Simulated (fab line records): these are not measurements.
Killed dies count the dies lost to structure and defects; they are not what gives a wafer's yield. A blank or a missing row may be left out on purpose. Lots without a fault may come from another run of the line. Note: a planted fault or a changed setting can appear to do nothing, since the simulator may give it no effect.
Chamber matching | flow sfq_line | rie_diel-02 running SFQ_TRILAYER_I7_VIA_BARC_OPEN_VIA_ETCH_260: 4 sister chambers
The step etches BARC in O2, target depth 125 nm, time 41.7 s. 14 wafers are shown with their chamber, then 7 later ones without.

## WAFERS, EACH WITH ITS CHAMBER
wafer  | chamber | drypump_motor_current_A (A) | oes_product_au (a.u.)
L709.4 | 1       | 4.8                         | 0.678
L709.5 | 1       | 4.8                         | 0.681
L709.6 | 0       | 6.0                         | 0.681
L711.1 | 3       | 5.7                         | 0.686
L711.2 | 0       | 6.0                         | 0.691
L711.6 | 0       | 6.0                         | 0.681
L713.3 | 0       | 6.0                         | 0.686
L713.4 | 1       | 4.8                         | 0.688
L713.5 | 3       | 5.6                         | 0.686
L717.2 | 3       | 5.7                         | 0.688
L717.3 | 0       | 6.0                         | 0.693
L717.5 | 2       | 6.3                         | 0.684
L719.1 | 3       | 5.7                         | 0.690
L719.3 | 0       | 6.0                         | 0.685

SIGNATURES, as means of the wafers listed above
reading                 | chamber 0 | chamber 1 | chamber 2 | chamber 3 | scatter within a chamber
drypump_motor_current_A | 6.000     | 4.800     | 6.300     | 5.675     | 0.0274
oes_product_au          | 0.68617   | 0.68233   | 0.68400   | 0.68750   | 0.00434
Rule: for a wafer and a chamber, the distance is found by dividing, reading by reading, the gap between the wafer's reading and the chamber's mean by the reading's scatter, squaring, summing and taking the root. The wafer belongs to the nearest chamber; if the next one is less than 2 further off, it can't be placed. How the scatter is found: for the shown wafers, subtract from each reading the mean of its chamber, square and add these, divide the total by (wafers less chambers), then take the root.

## WAFERS WHOSE CHAMBER IS MISSING
wafer  | drypump_motor_current_A (A) | oes_product_au (a.u.)
L719.4 | 6.3                         | 0.685
L726.1 | 6.3                         | 0.684
L726.3 | 4.8                         | 0.687
L726.6 | 6.3                         | 0.680
L732.1 | 5.7                         | 0.680
L732.3 | 4.8                         | 0.687
L732.5 | 6.0                         | 0.679

## THE CHAMBER EACH PASSED THROUGH
wafer  | from the rows above | in truth
L719.4 | 2                   | 2
L726.1 | 2                   | 2
L726.3 | 1                   | 1
L726.6 | 2                   | 2
L732.1 | 3                   | 3
L732.3 | 1                   | 1
L732.5 | 0                   | 0
7 of 7 placed correctly. Left unplaced by these rows: 0. Placed wrongly: 0.
